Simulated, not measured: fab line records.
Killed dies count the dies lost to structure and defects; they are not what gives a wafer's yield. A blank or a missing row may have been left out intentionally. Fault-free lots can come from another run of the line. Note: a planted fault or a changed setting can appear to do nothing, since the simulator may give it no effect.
8D (eight disciplines) problem report, filled in by code	flow sky130	the parts of the form that need people (team, actions taken, sign-off) are left out

## 1. THE ISSUE
Wafers without a fault read 440.9 W, standard deviation 1.9; rf-fwd-power-W at SKY_CAP2M_CVD_00 reads a mean of 511.6 W on 8 wafers belonging to 3 lots. That puts it +37 standard deviations away from the usual mean.
The step: deposits SiO2, target thk 15.5 nm.
The first sign was on wafer L542.3 at day 43 01:13, on pecvd-02. The record has a number at this step for 35 wafers belonging to 12 lots. The rule behind "out" and "out of limits": a value lying over 4 standard deviations away from the usual mean. All remaining wafers that have a number are taken as sound.

## 2. WHAT IT IS, WHAT IT ISN'T
question	is	is not
which readings at this step	rf-fwd-power-W	heater-power-w
which lots	L542, L543, L544	L531, L532, L533, L535, L547, L548, L551, L552, L554
which wafers of those lots	all that have a number	-
read on which tools	pecvd-02	pecvd-03, pecvd-04
when	from day 43 01:13	up to then (12 sound wafers); but 15 sound wafers of L547, L548, L551, L552, L554 came after

## 3. WHAT RULES OUT EACH SUSPECT
Counting: a tool at a process step up to the reading stays a suspect if it ran every lot that is out and no sound lot after the first of them.
- pecvd-02 at SKY_CAP2M_CVD_00 (deposits SiO2, target thk 15.5 nm): kept. Every lot that is out went through it, starting with L542 (day 43 01:13), and after that it ran no sound lot; the last sound lot it ran before then is L533 (day 40 12:58). Its own readings are out on those wafers: rf-fwd-power-W.
Remaining after the count: pecvd-02 at SKY_CAP2M_CVD_00.

## 4. THE CAUSE (what the simulator had put in)
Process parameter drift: pecvd-02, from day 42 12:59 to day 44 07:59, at SKY_CAP2M_CVD_00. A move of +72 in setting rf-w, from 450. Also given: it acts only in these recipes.
This tool alone remained once counting was done.

## 5. THE EFFECT CHAIN, in route order
Each row: a reading where the mean over the struck wafers with a number is more than 3 standard deviations away from the usual. Only readings for which the record gives a usual standard deviation are gone through. hours: the time from each lot's start at the first step in this table that gives one to its start at this step, as a median over the lots. sigmas: the change in usual standard deviations.
hours	step	reading	usual	on struck wafers	change	sigmas
0	SKY_CAP2M_CVD_00	rf-fwd-power-W	440.9 W	511.6	+70.7	+37
It contains these process steps:
- SKY_CAP2M_CVD_00: deposits SiO2, target thk 15.5 nm.
Later steps that measure or inspect, where all struck wafers having a row at the step show a number for every such reading and not one has moved that far: SKY_CAP2M_THK_MEAS_01.

## 6. HOW IT WOULD HAVE BEEN CAUGHT EARLIER
The fault began at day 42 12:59; the first out-of-limits reading in this record came at day 43 01:13, 12 hours later.
